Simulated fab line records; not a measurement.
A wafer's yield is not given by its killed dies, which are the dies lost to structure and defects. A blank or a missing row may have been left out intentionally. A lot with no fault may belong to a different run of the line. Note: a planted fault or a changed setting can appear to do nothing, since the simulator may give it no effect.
The tool behind it: which one? | flow gf180mcu | 13 lots, 39 wafers sampled, at 5 steps of a route of 602

== WHAT THE GAUGES SHOWED, per wafer ==
GF_VT_IMPLANT_RS_MEAS_46: measures by four-point-probe.
lot  | measured     | on           | MVSD_RS (ohm/sq)
L792 | day 7 11:42  | filmMetro-02 | 457.1 456.8 456.9
L794 | day 7 23:40  | filmMetro-01 | 455.3 455.7 455.2
L797 | day 9 08:52  | filmMetro-02 | 456.7 456.3 456.8
L798 | day 9 13:32  | filmMetro-04 | 457.8 458.2 458.7
L799 | day 9 14:19  | filmMetro-04 | 456.7 456.1 456.3
L800 | day 9 19:58  | filmMetro-04 | 457.2 457.2 457.7
L801 | day 10 05:16 | filmMetro-02 | 459.1 456.4 455.9
L802 | day 10 08:12 | filmMetro-01 | 423.5 425.4 424.6
L805 | day 11 02:37 | filmMetro-02 | 424.5 424.5 425.5
L807 | day 11 16:12 | filmMetro-01 | 456.4 454.9 457.0
L812 | day 13 03:30 | filmMetro-02 | 458.0 456.9 457.7
L813 | day 13 08:28 | filmMetro-02 | 456.3 455.7 456.1
L815 | day 13 19:14 | filmMetro-02 | 457.8 456.3 457.3

GF_HV_LDD_TW_MEAS_11.
lot  | measured     | on           | HV_LDD_TW
L792 | day 9 23:07  | filmMetro-04 | 2422 2416 2431
L794 | day 10 18:44 | filmMetro-02 | 2375 2375 2378
L797 | day 11 22:40 | filmMetro-02 | 2368 2375 2370
L798 | day 12 06:56 | filmMetro-02 | 2384 2380 2398
L799 | day 12 06:37 | filmMetro-04 | 2436 2422 2428
L800 | day 12 13:53 | filmMetro-04 | 2415 2431 2434
L801 | day 12 22:58 | filmMetro-01 | 2390 2413 2420
L802 | day 13 01:16 | filmMetro-04 | 2437 2425 2429
L805 | day 13 21:27 | filmMetro-04 | 2430 2435 2427
L807 | day 14 13:34 | filmMetro-01 | 2420 2425 2425
L812 | day 16 03:14 | filmMetro-01 | 2395 2418 2415
L813 | day 16 11:59 | filmMetro-02 | 2383 2374 2400
L815 | day 16 22:09 | filmMetro-01 | 2429 2412 2421

GF_V1_BOW_MEAS_05.
lot  | measured     | on           | V1_BOW (um)
L792 | day 17 05:57 | filmMetro-04 | 93 90 86
L794 | day 18 04:26 | filmMetro-03 | 94 90 87
L797 | day 19 13:05 | filmMetro-04 | 92 74 92
L798 | day 20 00:41 | filmMetro-03 | 90 86 79
L799 | day 20 00:24 | filmMetro-04 | 75 82 81
L800 | day 20 09:11 | filmMetro-01 | 82 76 95
L801 | day 20 18:26 | filmMetro-01 | 67 82 76
L802 | day 21 01:03 | filmMetro-03 | 77 88 71
L805 | day 21 23:45 | filmMetro-01 | 78 97 81
L807 | day 22 15:28 | filmMetro-01 | 90 81 87
L812 | day 24 06:30 | filmMetro-01 | 81 93 80
L813 | day 24 16:34 | filmMetro-03 | 85 87 79
L815 | day 24 23:26 | filmMetro-03 | 91 90 80

== WHAT TOOL EACH LOT RAN ON (gives the tool, then ch and the chambers of the sampled wafers, and finally the start) ==
lot  | GF_MVSD_IMPLANT_09             | GF_SALICIDE_RTA_08
L792 | implanter-01 ch 0, day 4 08:35 | rtpAnneal-01 ch 0, day 15 05:26
L794 | implanter-03 ch 0, day 4 20:05 | rtpAnneal-01 ch 0, day 16 03:23
L797 | implanter-01 ch 0, day 6 03:04 | rtpAnneal-02 ch 0, day 17 10:24
L798 | implanter-03 ch 0, day 6 05:40 | rtpAnneal-01 ch 0, day 17 21:33
L799 | implanter-01 ch 0, day 6 06:05 | rtpAnneal-02 ch 0, day 17 21:25
L800 | implanter-03 ch 0, day 6 11:25 | rtpAnneal-02 ch 0, day 18 05:52
L801 | implanter-01 ch 0, day 6 20:08 | rtpAnneal-01 ch 0, day 18 15:01
L802 | implanter-03 ch 0, day 6 22:23 | rtpAnneal-02 ch 0, day 18 21:13
L805 | implanter-03 ch 0, day 7 13:22 | rtpAnneal-02 ch 0, day 19 20:08
L807 | implanter-01 ch 0, day 8 02:13 | rtpAnneal-02 ch 0, day 20 12:26
L812 | implanter-01 ch 0, day 9 04:34 | rtpAnneal-01 ch 0, day 22 05:06
L813 | implanter-02 ch 0, day 9 09:59 | rtpAnneal-01 ch 0, day 22 15:56
L815 | implanter-02 ch 0, day 9 19:19 | rtpAnneal-01 ch 0, day 23 00:33
- GF_MVSD_IMPLANT_09
- GF_SALICIDE_RTA_08: time 30 s.

== WHAT THE TOOLS THEMSELVES READ (means of the sampled wafers that have a number; where no wafer has one, the mark that the record gives instead) ==
GF_MVSD_IMPLANT_09.
lot  | tool         | beamEnergyKeV | doseIonsCm2 | faradayCurrentUA
L792 | implanter-01 | 100.00        | 5e+12       | 27.7
L794 | implanter-03 | 100.02        | 5e+12       | 27.9
L797 | implanter-01 | 99.99         | 5e+12       | 28.5
L798 | implanter-03 | 100.00        | 5e+12       | 28.0
L799 | implanter-01 | 99.97         | 5e+12       | 28.1
L800 | implanter-03 | 99.97         | 5e+12       | 28.3
L801 | implanter-01 | 99.95         | 5e+12       | 28.6
L802 | implanter-03 | 100.00        | 8e+12       | 43.1
L805 | implanter-03 | 99.97         | 8e+12       | 43.4
L807 | implanter-01 | 99.98         | 5e+12       | 28.0
L812 | implanter-01 | 100.02        | 5e+12       | 28.8
L813 | implanter-02 | 99.97         | 5e+12       | 28.1
L815 | implanter-02 | 100.01        | 5e+12       | 28.4

GF_SALICIDE_RTA_08.
lot  | tool         | lampPowerPct (%) | wafer_temp_C_max
L792 | rtpAnneal-01 | 16.0             | 805.2
L794 | rtpAnneal-01 | 16.0             | 805.4
L797 | rtpAnneal-02 | 17.5             | 802.7
L798 | rtpAnneal-01 | 16.0             | 804.8
L799 | rtpAnneal-02 | 17.4             | 802.2
L800 | rtpAnneal-02 | 17.5             | 802.6
L801 | rtpAnneal-01 | 16.0             | 805.4
L802 | rtpAnneal-02 | 17.5             | 803.2
L805 | rtpAnneal-02 | 17.5             | 802.7
L807 | rtpAnneal-02 | 17.5             | 802.1
L812 | rtpAnneal-01 | 16.0             | 805.2
L813 | rtpAnneal-01 | 16.0             | 806.5
L815 | rtpAnneal-01 | 16.0             | 805.1

== THE ANSWER, worked out from the rows above alone ==
Rule: the lots themselves supply what counts as usual. The widest of any qualifying gaps counts: lots, ordered by their means at a reading, are off when they make up no more than a third of the lots, leave a main group of 4 or more, and stand apart from it by 3 or more times the standard deviation of that group's means. Not used: any main group whose means are identical at the precision the tables above print for the reading. A lot without any number at a reading at which 4 lots or more have one is off too. Any other lot the step has rows for is counted as sound. Order of review: gauges by route order, followed by the tools' own readings, for which a lot's mean as printed above is used. The first step at which some lot is off is used, and at that step the reading that is off furthest; a lot without a number counts as furthest.
Off: L802, L805, at GF_VT_IMPLANT_RS_MEAS_46 (MVSD_RS). The main group has a mean of 456.8 ohm/sq with a standard deviation of 0.76.
A tool fits if, at a process step before that reading, it ran every lot that is off, and no sound lot after the first of them. The gauges at GF_VT_IMPLANT_RS_MEAS_46 aren't tried: what is off there is off at GF_MVSD_IMPLANT_09 too, on other tools, and a gauge's error can't cause that. One fits: implanter-03 at GF_MVSD_IMPLANT_09. Its last sound lot is L800 (day 6 11:25), its first lot that is off L802 (day 6 22:23): a fault that began between those two fits.
The tool's own readings at GF_MVSD_IMPLANT_09 bear it out: on the lots that are off they differ by more than 5 times the standard deviation of the sound lots' means. doseIonsCm2 reads 8e+12 there against 5e+12 on the sound lots; faradayCurrentUA reads 43.2 there against 28.2 on the sound lots.

== WHAT WAS PUT IN BY THE SIMULATOR ==
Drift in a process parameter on implanter-03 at GF_MVSD_IMPLANT_09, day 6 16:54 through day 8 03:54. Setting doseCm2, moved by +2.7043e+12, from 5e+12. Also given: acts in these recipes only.
Lots struck among those shown: L802, L805. The same result came from the rule above.
